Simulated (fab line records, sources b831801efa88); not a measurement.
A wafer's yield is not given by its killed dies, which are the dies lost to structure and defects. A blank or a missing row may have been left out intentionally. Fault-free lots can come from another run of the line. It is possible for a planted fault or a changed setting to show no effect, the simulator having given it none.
A struck lot beside a sound one	flow gf180mcu	17 out of 602 route steps
Sound: the wafers L882.1, L882.2, L882.4. Wafers struck: L884.2, L884.4, L884.5. At the end, the cause is stated.
Each step with rows lists, per side, the tool, then ch with its chambers, then its first start. Under that, the readings that differ: sound wafers	struck wafers	difference of the means	sigmas: that difference in standard deviations of wafers without a fault.
alike: same words and numbers on both sides, and readings whose means sit less than 2 such deviations apart. not compared: any withheld reading, any reading some wafer has no value for, any bound like >300 that may hide the same value, and any number with overlapping values for which the record gives no deviation.
Wherever a step has rows on one side only, a row that says differs or no value, or a row with sigmas, the two part there. Numbers that have no deviation but don't overlap get no sigmas and don't part them. A reading missing from all wafers of one side parts the sides only when that side holds two or more wafers.

first, 3 steps without rows for these wafers: GF_V2_EXPOSE_11 (exposes mask Via2, target cd 260 nm); GF_V2_PEB_12 (peb time 90 s); GF_V2_DEVELOP_13 (develop time 60 s).
GF_V2_CD_MEAS_14 targets a cd of 260 nm.
  sound: cd-sem-02 at day 21 19:50; struck: cd-sem-01 at day 22 15:38
  alike: cd-nm
GF_V2_OVL_MEAS_15:
  sound: overlay-01 at day 21 19:57; struck: overlay-01 at day 22 15:45
reading	sound	struck	difference	sigmas
V2_OVL (nm)	5 8 9	-19 -13 -8	-21	-3
then, 1 step without rows for these wafers: GF_V2_ETCH_16 (etches BARC in N2/H2).
GF_V2_ETCH_17: etches SiO2 in C4F8/O2/Ar, stops on TiN, target depth 630 nm.
  sound: rie-diel-03 ch 0,2,3; struck: rie-diel-03 ch 0,1
  alike: oes-product-au
GF_V2_STRIP_18: strips in O2/N2.
  sound on plasma-asher-02 ch 0,1, day 21 20:07; struck on plasma-asher-02 ch 1, day 22 15:55
  alike: drypump-motor-current-A, heater-power-w, oes-product-au
  not compared: rf-hours-counter-h
then, 2 steps without rows for these wafers: GF_V2_STRIP_19 (strips in post etch residue remover, time 1200 s); GF_V2_CLEAN_20 (cleans in DIW).
GF_V2_SPUTTER_21: material Ti, target thk 15 nm, time 80.02 s.
  sound: pvd-sputter-03 at day 21 20:39; struck: pvd-sputter-02 at day 22 16:26
  alike: throttle-valve-pct
GF_V2_SPUTTER_22: material TiN, target thk 10 nm, time 40 s.
  sound: pvd-sputter-03 at day 21 20:43; struck: pvd-sputter-02 at day 22 16:30
  alike: throttle-valve-pct
GF_V2_CVD_23: deposits W, target thk 350 nm, time 104.94 s.
  sound on cvd-w-02 ch 0,1, day 21 20:45; struck on cvd-w-02 ch 1, day 22 16:32
reading	sound	struck	difference	sigmas
susceptor-temp-C (C)	400.07 400.00 400.19	393.30 392.85 392.96	-7.05	-32
model.W_of_V2_CVD_23.thk-nm (nm)	351.5 353.4 352	312.3 310.1 315.2	-39.8	
  alike: heater-power-w
GF_V2_RS_MEAS_24: the measuring method here is four-point-probe.
  sound: film-metro-02 at day 21 20:52; struck: film-metro-02 at day 22 16:40
reading	sound	struck	difference	sigmas
V2_W_RS (ohm/sq)	0.3272 0.3248 0.3266	0.3684 0.3713 0.3645	+0.0419	+14
GF_V2_THK_MEAS_25: measures by xrf.
  sound: film-metro-02 at day 21 20:59; struck: film-metro-02 at day 22 16:47
reading	sound	struck	difference	sigmas
V2_W_THK (nm)	344 346 345	307 305 307	-39	-10
GF_V2_CMP_26: polishes, stops on SiO2, t overpolish 15 s, target thk 0 nm.
  sound on cmp-01 ch 0,1,3, day 21 21:02; struck on cmp-02 ch 1,2,3, day 22 16:53
reading	sound	struck	difference	sigmas
time-to-endpoint-s (s)	91 85 87	76 74 72	-14	-3
  alike: motor-current-A
-- the record jumps here: 8 days lie between the struck wafers' starts before and after (it left off in module V2 and takes up again in module PASSIVATION, whose first step shown is number 602 of the route) --
GF_PASSIVATION_PROBE_99:
  only the struck wafers here have rows in the record (prober-01, day 30 22:20); the sound ones have none

## WHERE THEY PART
Last at GF_PASSIVATION_PROBE_99 as far as this record goes, first at GF_V2_OVL_MEAS_15.

WHY: the cause the simulator had injected
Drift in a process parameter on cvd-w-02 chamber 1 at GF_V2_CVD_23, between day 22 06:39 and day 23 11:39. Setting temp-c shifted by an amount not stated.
